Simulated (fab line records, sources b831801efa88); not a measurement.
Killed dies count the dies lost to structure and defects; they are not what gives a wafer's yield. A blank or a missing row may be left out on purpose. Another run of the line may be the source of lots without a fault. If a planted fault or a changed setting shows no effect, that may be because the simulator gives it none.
What tool caused it?    flow sky130    15 lots with 45 wafers sampled at 2 steps, on a route of 708 steps

== WHAT THE GAUGES READ, wafer by wafer ==
SKY_PWDE_OVL_MEAS_07.
lot   measured     on          PWDE_OVL (nm)
L374  day 4 12:46  overlay-01  1.1 1.3 -0.1
L375  day 4 19:08  overlay-01  1.5 3.1 3.0
L376  day 4 23:28  overlay-02  1.0 1.9 0.2
L378  day 5 08:09  overlay-02  1.3 1.0 1.8
L379  day 5 17:19  overlay-01  1.4 -0.3 0.6
L380  day 5 20:49  overlay-01  0.6 1.0 1.8
L382  day 6 08:53  overlay-01  0.8 0.8 -0.5
L383  day 6 12:31  overlay-01  -2.0 -0.5 1.1
L384  day 6 19:40  overlay-01  2.2 0.8 1.3
L385  day 6 22:28  overlay-01  1.8 1.2 1.7
L386  day 7 04:58  overlay-01  -0.7 0.2 -0.7
L388  day 7 18:31  overlay-02  1.1 0.4 0.9
L393  day 9 05:01  overlay-02  1.6 2.2 3.2
L394  day 9 05:27  overlay-02  3.3 1.7 1.6
L395  day 9 11:46  overlay-01  -0.3 0.2 -0.6

SKY_NWELL_OVL_MEAS_10.
lot   measured      on          NWELL_00_OVL (nm)
L374  day 5 07:47   overlay-02  -0.6 -0.2 -0.7
L375  day 5 14:10   overlay-01  -0.2 0.4 -1.0
L376  day 5 19:17   overlay-01  0.4 0.1 0.8
L378  day 6 04:34   overlay-01  0.8 0.5 1.3
L379  day 6 12:49   overlay-02  1.3 1.8 1.8
L380  day 6 16:43   overlay-01  -0.9 0.3 0.1
L382  day 7 05:07   overlay-02  -0.8 -1.9 -0.4
L383  day 7 09:49   overlay-01  0.3 -0.6 0.6
L384  day 7 16:34   overlay-01  0.5 -0.2 -0.3
L385  day 7 20:22   overlay-01  -0.9 1.1 0.9
L386  day 8 02:28   overlay-02  -0.3 -1.1 -1.4
L388  day 8 16:58   overlay-02  0.5 1.8 0.2
L393  day 10 03:41  overlay-02  1.1 1.6 1.9
L394  day 10 04:19  overlay-02  2.7 2.5 2.4
L395  day 10 10:33  overlay-01  0.3 -0.4 -0.7

== EACH LOT AND THE TOOL THAT RAN IT (in order: tool; ch and the chambers of the sampled wafers; start) ==
Record: no process step prior to these readings.

== WHAT THE TOOLS THEMSELVES READ (means of the sampled wafers that have a number; where no wafer has one, the mark that the record gives instead) ==
The record holds no such reading with a usual standard deviation.

== THE ANSWER, worked out from the rows above alone ==
Rule: the usual values come from the lots themselves. Put in order of their means at a reading, lots are off if they are a third of the lots or fewer, leave a main group of 4 or more, and stand apart from it by a gap of 3 or more times the standard deviation of the main group's means; of several such gaps the widest counts. A main group whose means are all the same, to the digits that the tables above print for the reading, isn't used. Also off: a lot with no number at a reading for which 4 or more lots have one. The other lots that the step has rows for count as sound. After the gauges, taken in route order, come the tools' own readings; for these a lot's mean is taken, as printed above. At the first step where some lot is off, the reading lying furthest off is the one used; lots without a number count as furthest.
Nothing can be told from this: no lot is off at any reading shown.

== WHAT HAD BEEN PUT IN BY THE SIMULATOR ==
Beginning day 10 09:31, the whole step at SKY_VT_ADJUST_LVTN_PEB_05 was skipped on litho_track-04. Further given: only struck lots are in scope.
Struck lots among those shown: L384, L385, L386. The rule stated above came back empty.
